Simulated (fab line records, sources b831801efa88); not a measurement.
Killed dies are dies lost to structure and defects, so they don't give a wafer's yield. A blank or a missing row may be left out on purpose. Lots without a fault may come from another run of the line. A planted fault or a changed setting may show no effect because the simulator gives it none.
A struck lot beside a sound one | flow sky130 | 30 steps out of a route of 708
Sound: wafers L861.1, L861.4, L861.6. Struck: wafers L870.1, L870.4, L870.6. The cause comes at the end.
At each step with rows: each side's tool, then ch and its chambers, then its first start. Under that, the readings that differ: sound wafers | struck wafers | difference of the means | sigmas: that difference in standard deviations of wafers without a fault.
alike: readings whose means differ by less than 2 such deviations, and words and numbers that are the same on both sides. not compared: withheld readings, readings that some wafer has no value for, bounds like >300 that may hide the same value, and numbers for which the record gives no deviation and whose values overlap.
The two part at a step that has a row with sigmas, a row that says differs or no value, or rows on one side only. Numbers that don't overlap but have no deviation are shown without sigmas and don't part them. A reading that every wafer of one side lacks parts them only if that side has two wafers or more.

first, 5 steps without rows for these wafers: SKY_SONOS_ONO_COAT_08 (resist thk 1140 nm); SKY_SONOS_ONO_SOFTBAKE_09 (time 60 s); SKY_SONOS_ONO_EXPOSE_10 (exposes mask ONOM, target cd 410 nm); SKY_SONOS_ONO_PEB_11; SKY_SONOS_ONO_DEVELOP_12 (develop time 60 s).
SKY_SONOS_ONO_CD_MEAS_13: target cd 410 nm.
  sound on cd_sem-02, day 13 14:19; struck on cd_sem-02, day 16 10:32
  alike: cd_nm
SKY_SONOS_ONO_OVL_MEAS_14:
  sound on overlay-01, day 13 14:26; struck on overlay-01, day 16 10:39
  alike: SONOS_ONO_OVL
SKY_SONOS_ONO_ETCH_15: etches the open film in CHF3/O2, target depth 19.52 nm, time 7.8 s.
  sound on rie_diel-01 ch 0,2, day 13 14:28; struck on rie_diel-04 ch 0,1,3, day 16 10:41
  alike: drypump_motor_current_A, oes_product_au, throttle_valve_pct
  not compared: rf_hours_counter_h
then, 1 step without rows for these wafers: SKY_SONOS_ONO_WET_ETCH_16 (etches SiO2 in dHF, target depth 14 nm, time 280 s).
SKY_SONOS_ONO_STRIP_17: strips in O2/N2.
  sound on plasma_asher-01 ch 0,1, day 13 14:35; struck on plasma_asher-01 ch 0,1, day 16 10:48
  alike: drypump_motor_current_A, oes_product_au, strip_time_to_endpoint_s
  not compared: rf_hours_counter_h
then, 2 steps without rows for these wafers: SKY_SONOS_ONO_WET_ETCH_18 (etches Si3N4 in H3PO4, target depth 15 nm, time 172 s); SKY_GATE_OXIDE_CLEAN_00 (cleans in SC1/SC2, time 150 s).
SKY_GATE_OXIDE_OXIDATION_01: stabilise 600 s, purge 300 s, target thk 10.268 nm.
  sound on furnace-01 ch 0, day 13 16:22; struck on furnace-01 ch 0, day 16 18:43
  reading                                           | sound                | struck              | difference | sigmas
  spike_tc_centre_C (C)                             | 899.6 898.6 899.2    | 892.1 893.7 894.6   | -5.7       | -6
  spike_tc_lower_C (C)                              | 898.2 900.5 897.6    | 893.7 894.3 895.1   | -4.4       | -4
  spike_tc_top_C (C)                                | 910.3 911.8 912.4    | 905.0 906.1 906.8   | -5.5       | -5
  spike_tc_upper_C (C)                              | 901.2 901.0 901.0    | 896.3 895.3 896.4   | -5.1       | -5
  tube_center_temp_C (C)                            | 900.06 900.07 900.09 | 893.96 894.09 893.9 | -6.09      | -73
  tube_center_temp_C_max                            | 903.0 902.2 902.3    | 896.5 896.4 895.8   | -6.3       | -17
  model.SiO2_of_GATE_OXIDE_OXIDATION_01.thk_nm (nm) | 10.26 10.3 10.31     | 9.66 9.677 9.719    | -0.60      |
  alike: zone_power_bottom_pct, zone_power_centre_pct
SKY_GATE_OXIDE_THK_MEAS_02:
  sound on film_metro-02, day 13 17:46; struck on film_metro-02, day 16 20:07
  reading                          | sound             | struck         | difference | sigmas
  GATE_OXIDE_OXIDATION_00_THK (nm) | 10.27 10.31 10.26 | 9.60 9.71 9.68 | -0.62      | -4
then, 7 steps without rows for these wafers: SKY_GATE_OXIDE_DEHYDRATE_03 (time 60 s); SKY_GATE_OXIDE_HMDS_04 (prime time 60 s); SKY_GATE_OXIDE_COAT_05 (resist thk 1140 nm); SKY_GATE_OXIDE_SOFTBAKE_06 (time 60 s); SKY_GATE_OXIDE_EXPOSE_07 (exposes mask LVOM, target cd 600 nm); SKY_GATE_OXIDE_PEB_08; SKY_GATE_OXIDE_DEVELOP_09 (develop time 60 s).
SKY_GATE_OXIDE_OVL_MEAS_10:
  sound on overlay-02, day 14 19:44; struck on overlay-01, day 17 23:29
  reading             | sound          | struck      | difference | sigmas
  GATE_OXIDE_OVL (nm) | -2.1 -0.7 -1.7 | 2.6 1.5 3.5 | +4.0       | +3
then, 2 steps without rows for these wafers: SKY_GATE_OXIDE_IMPLANT_11; SKY_GATE_OXIDE_WET_ETCH_12 (etches SiO2 in dHF, target depth 16.8 nm, time 336 s).
SKY_GATE_OXIDE_STRIP_13: strips in O2/N2.
  sound on plasma_asher-04 ch 0,1, day 14 20:02; struck on plasma_asher-04 ch 0, day 17 23:46
  alike: drypump_motor_current_A, oes_product_au, strip_time_to_endpoint_s
  not compared: rf_hours_counter_h
SKY_GATE_OXIDE_TW_MEAS_14:
  sound on film_metro-03, day 14 20:08; struck on film_metro-02, day 17 23:52
  reading       | sound       | struck      | difference | sigmas
  GATE_OXIDE_TW | 220 220 220 | 227 227 226 | +7         | +2
then, 1 step without rows for these wafers: SKY_GATE_OXIDE_CLEAN_15 (cleans in SC1/SC2, time 150 s).
SKY_GATE_OXIDE_OXIDATION_16: stabilise 600 s, purge 300 s, target thk 3.57 nm.
  sound on furnace-02 ch 0, day 14 20:35; struck on furnace-01 ch 0, day 18 07:01
  reading                                           | sound             | struck         | difference | sigmas
  zone_power_bottom_pct (%)                         | 24.6 24.6 24.6    | 27.4 27.0 27.3 | +2.6       | +2
  zone_power_centre_pct (%)                         | 12.8 12.5 12.8    | 17.3 17.2 17.2 | +4.5       | +2
  model.SiO2_of_GATE_OXIDE_OXIDATION_01.thk_nm (nm) | 11.53 11.55 11.57 | 10.95 10.99 11 | -0.57      |
  alike: ox_temp_c, spike_tc_centre_C, spike_tc_lower_C, spike_tc_top_C, spike_tc_upper_C, tube_center_temp_C, tube_center_temp_C_max
then, 1 step without rows for these wafers: SKY_POLY_GATE_CVD_00 (deposits poly-Si, target thk 180 nm, time 720 s).
-- the record jumps here: 31 days lie between the struck wafers' starts before and after (it left off in module POLY_GATE and takes up again in module PAD_OPEN, whose first step shown is number 708 of the route) --
SKY_PAD_OPEN_PROBE_99:
  sound on prober-01, day 46 18:14; struck on prober-01, day 48 22:56
  reading                                | sound                       | struck                        | difference | sigmas
  model.etest.nfet_16v.r_on_ohm_um       | 1.399e+04 1.4e+04 1.401e+04 | 1.352e+04 1.351e+04 1.346e+04 | -5.033e+02 |
  model.etest.tip_sonos.rs_ohm_sq        | 2606 2592 2620              | 2529 2508 2534                | -82        |
  model.etest.pfet_g5v0d10v5.r_on_ohm_um | 4789 4843 4831              | 4635 4651 4595                | -194       |
  model.etest.nfet_g5v0d10v5.r_on_ohm_um | 1893 1902 1883              | 1830 1849 1843                | -52        |
  model.etest.nfet_g5v0d10v5.drive_ua_um | 606.8 603.2 603.3           | 630.4 634.6 634.4             | +28.7      |
  model.etest.nfet_05v0_nvt.drive_ua_um  | 574.2 577.1 577.4           | 600.8 599.6 599.3             | +23.7      |
  model.etest.pfet_g5v0d10v5.drive_ua_um | 338.1 332.2 336.4           | 357.5 349.1 354.7             | +18.2      |
  model.etest.nfet_16v.drive_ua_um       | 220.5 221.9 221.6           | 236.7 234.8 236.4             | +14.6      |
  alike: killed_at_M0_to_M3, killed_at_M4_up, killed_at_contacts, killed_at_front_end, killed_at_other, killed_dies, killed_open, killed_short

WHERE THEY PART
First at SKY_GATE_OXIDE_OXIDATION_01; last, within this record, at SKY_GATE_OXIDE_OXIDATION_16. Later steps at which nothing parts them and some readings are alike: SKY_PAD_OPEN_PROBE_99.

WHY: what the simulator had put in
Process parameter drift: furnace-01, from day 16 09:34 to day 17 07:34, at SKY_GATE_OXIDE_OXIDATION_01. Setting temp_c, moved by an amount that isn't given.
